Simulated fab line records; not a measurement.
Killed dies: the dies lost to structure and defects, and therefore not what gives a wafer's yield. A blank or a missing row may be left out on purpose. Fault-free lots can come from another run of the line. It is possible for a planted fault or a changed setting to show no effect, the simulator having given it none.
One fault through the eyes of 2 desks || flow gf180mcu || numbers are kept per desk, each desk with only its own; the story behind them comes last

AT THE METROLOGY DESK
What the gauges read for every lot (on any tool): the sampled wafers with a number, averaged. A lot is out of limits, marked OUT, if its mean lies more than 4 standard deviations from the usual mean; the brackets give that distance.
Columns: A = V4_BOW at GF_V4_BOW_MEAS_05, usual 135 um; B = cd nm at GF_V4_CD_MEAS_14, usual 260.7 nm; C = V4_OVL at GF_V4_OVL_MEAS_15, usual -2 nm
{"lot": "L529", "first seen here": "day 23 06:17", "A": 139, "B": 260.0, "C": 9}
{"lot": "L533", "first seen here": "day 25 01:01", "A": 131, "B": 260.2, "C": -8}
{"lot": "L543", "first seen here": "day 28 04:01", "A": 122, "B": 260.5, "C": 1}
{"lot": "L551", "first seen here": "day 30 03:29", "A": 138, "B": 262.4, "C": -0}
{"lot": "L552", "first seen here": "day 30 13:46", "A": 138, "B": 258.3, "C": 4}
This desk found nothing out of limits on any of the 5 lots.

FOR THE TOOL OWNER'S DESK: rie diel-02
The tool's own readings at GF_V4_ETCH_16 (etches BARC in N2/H2): means of the sampled wafers that have a number, for each lot that ran on this tool. A lot is out of limits, marked OUT, if its mean lies more than 4 standard deviations from the usual mean; the brackets give that distance.
Columns: A = drypump motor current A at GF_V4_ETCH_16, usual 5.8 A; B = oes product au at GF_V4_ETCH_16, usual 0.855 a.u.; C = throttle valve pct at GF_V4_ETCH_16, usual 13.225 %
{"lot": "L533", "first seen here": "day 25 22:16", "A": 5.7, "B": 0.854, "C": 13.226}
{"lot": "L543", "first seen here": "day 28 23:18", "A": 5.8, "B": "0.836 (-4.3) OUT", "C": 13.226}
This desk's finding: out of limits on L543; first on L543, day 28 23:18 (oes product au at GF_V4_ETCH_16). L533: within limits.

BROUGHT TOGETHER
At day 28 23:18, on L543, the tool owner's desk was in a position to raise an alarm.
At the metrology desk, nothing out of limits was observed.
The metrology desk holds a record of L543, inside its limits.
The lots listed all ran GF_V4_ETCH_16 on rie diel-02.

WHAT HAD BEEN PUT IN BY THE SIMULATOR
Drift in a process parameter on rie diel-02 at GF_V4_ETCH_16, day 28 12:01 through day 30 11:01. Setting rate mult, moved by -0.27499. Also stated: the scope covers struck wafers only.
Struck lots among those shown: L543.
How many hours passed from the start of the fault until each desk's first out-of-limits reading: the tool owner's desk, 11.
